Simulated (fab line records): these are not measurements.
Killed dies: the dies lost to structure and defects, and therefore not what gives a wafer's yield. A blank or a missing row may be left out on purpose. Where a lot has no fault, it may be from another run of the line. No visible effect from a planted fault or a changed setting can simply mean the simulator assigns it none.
Matching of chambers || flow sky130 || SKY_VIA1_CMP_02 on cmp-01 has 4 sister chambers
The step polishes SiO2. 4 wafers are shown with their chamber, then 12 later ones without.

## EACH WAFER AND ITS CHAMBER
{"wafer": "L088.5", "chamber": 0, "motor current A (A)": 11.3}
{"wafer": "L089.5", "chamber": 1, "motor current A (A)": 12.3}
{"wafer": "L090.2", "chamber": 2, "motor current A (A)": 11.6}
{"wafer": "L090.5", "chamber": 3, "motor current A (A)": 13.1}

## WAFERS WITHOUT THEIR CHAMBER
{"wafer": "L091.4", "motor current A (A)": 12.4}
{"wafer": "L091.5", "motor current A (A)": 11.9}
{"wafer": "L091.6", "motor current A (A)": 13.9}
{"wafer": "L092.1", "motor current A (A)": 12.1}
{"wafer": "L092.4", "motor current A (A)": 12.1}
{"wafer": "L092.6", "motor current A (A)": 11.4}
{"wafer": "L094.1", "motor current A (A)": 12.3}
{"wafer": "L094.2", "motor current A (A)": 11.8}
{"wafer": "L094.5", "motor current A (A)": 12.0}
{"wafer": "L097.2", "motor current A (A)": 12.4}
{"wafer": "L097.3", "motor current A (A)": 12.0}
{"wafer": "L097.4", "motor current A (A)": 11.4}

## THE CHAMBER EACH PASSED THROUGH
{"wafer": "L091.4", "from the rows above": 1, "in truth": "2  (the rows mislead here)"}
{"wafer": "L091.5", "from the rows above": "can't be placed: 2 or 1 or 0", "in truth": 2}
{"wafer": "L091.6", "from the rows above": 3, "in truth": 3}
{"wafer": "L092.1", "from the rows above": "can't be placed: 1 or 2", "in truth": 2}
{"wafer": "L092.4", "from the rows above": "can't be placed: 1 or 2", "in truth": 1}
{"wafer": "L092.6", "from the rows above": "can't be placed: 0 or 2", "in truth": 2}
{"wafer": "L094.1", "from the rows above": 1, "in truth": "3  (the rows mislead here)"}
{"wafer": "L094.2", "from the rows above": "can't be placed: 2 or 0 or 1", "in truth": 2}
{"wafer": "L094.5", "from the rows above": "can't be placed: 1 or 2 or 0", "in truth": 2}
{"wafer": "L097.2", "from the rows above": 1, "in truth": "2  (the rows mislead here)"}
{"wafer": "L097.3", "from the rows above": "can't be placed: 1 or 2 or 0", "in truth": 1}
{"wafer": "L097.4", "from the rows above": "can't be placed: 0 or 2", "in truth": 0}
1 of 12 placed correctly. Not placeable from these rows: 8 (in 8, the candidates include the true chamber). Placed wrongly: 3.
How it was worked out, from the rows above alone: a wafer's distance from a chamber is the root of the sum, over the readings, of the square of ((its reading less the chamber's mean) divided by the reading's scatter). If the next closest chamber is less than 2 further off than the closest, the wafer can't be placed; otherwise it belongs to the closest. For every chamber, the mean is computed from those of its wafers that are shown. The scatter: with one shown wafer a chamber, the root of the mean of the squares of how far each hidden wafer lies from its nearest shown one.
